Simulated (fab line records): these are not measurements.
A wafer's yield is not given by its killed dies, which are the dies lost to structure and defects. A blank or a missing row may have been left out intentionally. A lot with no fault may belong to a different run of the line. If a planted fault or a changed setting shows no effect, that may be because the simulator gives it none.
One fault seen from 2 desks -- flow sky130 -- only its own numbers are on each desk; what lay behind them is given at the end

== THE METROLOGY DESK ==
What the gauges read for every lot (on any tool): the sampled wafers with a number, averaged. If a lot's mean is further than 4 standard deviations from the usual mean, the lot is out of limits and carries the mark OUT (the distance appears in the brackets).
Columns: A = INCOMING_BOW at SKY_FIELD_ISO_BOW_MEAS_00, usual -1 um; B = NWELL_01_OVL at SKY_NWELL_OVL_MEAS_23, usual 0.0 nm
lot,first seen here,A,B
L502,day 1 10:01,-4,0.7
L505,day 2 01:00,1,-1.8
L507,day 2 11:00,2,-2.0
L509,day 2 21:01,-4,1.4
L512,day 3 12:01,-2,-0.9
L513,day 3 17:01,3,0.9
L515,day 4 03:00,-4,0.3
L518,day 4 18:00,1,-0.3
L520,day 5 04:00,2,2.3
L521,day 5 09:00,5,1.2
L522,day 5 14:00,-2,1.5
L523,day 5 19:00,-6,-0.4
L524,day 6 00:00,0,0.7
L525,day 6 05:02,-3,-0.6
This desk's verdict: no lot among the 14 shows anything out of limits.

== TOOL OWNER'S DESK, wet_bench-01 ==
The tool's own readings at SKY_FIELD_ISO_WET_ETCH_30 (etches SiO2 in dHF, target depth 25 nm, time 50 s): means of the sampled wafers that have a number, for each lot that ran on this tool. If a lot's mean is further than 4 standard deviations from the usual mean, the lot is out of limits and carries the mark OUT (the distance appears in the brackets).
Columns: A = run_length_s at SKY_FIELD_ISO_WET_ETCH_30, usual 79 s
lot,first seen here,A
L507,day 3 12:19,82
L512,day 4 17:38,57 (-6.7) OUT
L513,day 4 20:33,58 (-6.4) OUT
L525,day 7 09:59,81
Finding of this desk: L512, L513 out of limits; the first was L512 at day 4 17:38, on run_length_s at SKY_FIELD_ISO_WET_ETCH_30. L507, L525: within limits.

== BROUGHT TOGETHER ==
The tool owner's desk could have raised an alarm at day 4 17:38, on L512, L513.
Metrology desk: nothing out of limits seen.
The metrology desk holds a record of L512, L513, inside its limits.
Every lot named ran SKY_FIELD_ISO_WET_ETCH_30 on wet_bench-01.

== WHAT THE SIMULATOR PUT IN ==
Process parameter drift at SKY_FIELD_ISO_WET_ETCH_30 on wet_bench-01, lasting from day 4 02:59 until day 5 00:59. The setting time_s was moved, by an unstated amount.
Lots struck among those shown: L512, L513.
How many hours passed from the start of the fault until each desk's first out-of-limits reading: the tool owner's desk, 15.
